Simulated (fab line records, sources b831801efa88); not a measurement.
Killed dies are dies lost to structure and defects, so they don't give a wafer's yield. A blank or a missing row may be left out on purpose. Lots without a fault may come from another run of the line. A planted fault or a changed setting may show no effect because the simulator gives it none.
Problem report in the 8D (eight disciplines) form, filled by code | flow sky130 | the parts of the form that need people (team, actions taken, sign-off) are left out

1. THE PROBLEM
killed_at_contacts at SKY_PAD_OPEN_PROBE_99 reads a mean of 431 on 6 wafers of 2 lots; wafers without a fault read 25 with a standard deviation of 5. That is +81 standard deviations from the usual mean.
First seen on wafer L176.2, day 49 23:37, on prober-01. The record holds 39 wafers of 13 lots with a number at this step. Rule for "out", or "out of limits": more than 4 standard deviations from the usual mean. The other wafers with a number count as sound.

2. WHAT IT IS AND WHAT IT IS NOT
question                    | is                                             | is not
which readings at this step | killed_at_contacts, killed_dies, killed_on_rim | killed_at_M4_up, killed_at_front_end, killed_at_other, killed_open
which lots                  | L176, L177                                     | L159, L160, L161, L163, L166, L169, L174, L178, L180, L181, L182
which wafers of those lots  | all that have a number                         | -
read on which tools         | prober-01                                      | prober-02
when                        | from day 49 23:37                              | up to then (21 sound wafers); but 12 sound wafers of L178, L180, L181, L182 came after

3. SUSPECTS, AND WHAT RULES EACH OUT
Counting: a tool at a process step up to the reading stays a suspect if it ran every lot that is out and no sound lot after the first of them.
- plasma_asher-04 at SKY_CONTACT_STRIP_19 (strips in O2/N2): kept. It ran every lot that is out, first L176 (day 37 06:16), and no sound lot after that; its last sound lot up to then is L169 (day 35 06:08).
- prober-01 at SKY_PAD_OPEN_PROBE_99: ruled out as a lasting fault. Sound lots L182 ran on it after its first lot that is out, L176 (day 49 23:37).
Left after counting: plasma_asher-04 at SKY_CONTACT_STRIP_19.

4. THE CAUSE (what the simulator had put in)
Skipped step whole: plasma_asher-04, from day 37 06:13 on, at SKY_CONTACT_STRIP_19. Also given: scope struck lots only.
Counting left only this tool.

5. THE CHAIN OF EFFECTS, in route order
Each row: a reading whose mean over the struck wafers that have a number lies more than 3 standard deviations from the usual. Only readings for which the record gives a usual standard deviation are gone through. hours: the time from each lot's start at the first step in this table that gives one to its start at this step, as a median over the lots. sigmas: the change in usual standard deviations.
hours | step                  | reading            | usual | on struck wafers | change | sigmas
0     | SKY_PAD_OPEN_PROBE_99 | killed_at_contacts | 25    | 431              | +406   | +81
0     | SKY_PAD_OPEN_PROBE_99 | killed_dies        | 87    | 492              | +405   | +44
0     | SKY_PAD_OPEN_PROBE_99 | killed_on_rim      | 17    | 96               | +79    | +22
The process steps in it:
- SKY_PAD_OPEN_PROBE_99
Readings that are blank on the struck wafers while sound wafers have them: chamber_pressure_mTorr at SKY_CONTACT_STRIP_19; drypump_motor_current_A at SKY_CONTACT_STRIP_19; oes_product_au at SKY_CONTACT_STRIP_19; strip_time_to_endpoint_s at SKY_CONTACT_STRIP_19.

6. WHAT WOULD HAVE CAUGHT IT SOONER
In this record the first reading out of limits was taken at day 49 23:37, 305 hours after the fault began at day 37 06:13.
At SKY_CONTACT_STRIP_19 the tool's readings are blank on the struck wafers, where sound wafers have them: an empty tool record is the first sign, and it was there at once.
All the lots that are out (2) had begun SKY_CONTACT_STRIP_19 on plasma_asher-04 by day 49 23:37. A hold on the tool at that time would have spared none of them.
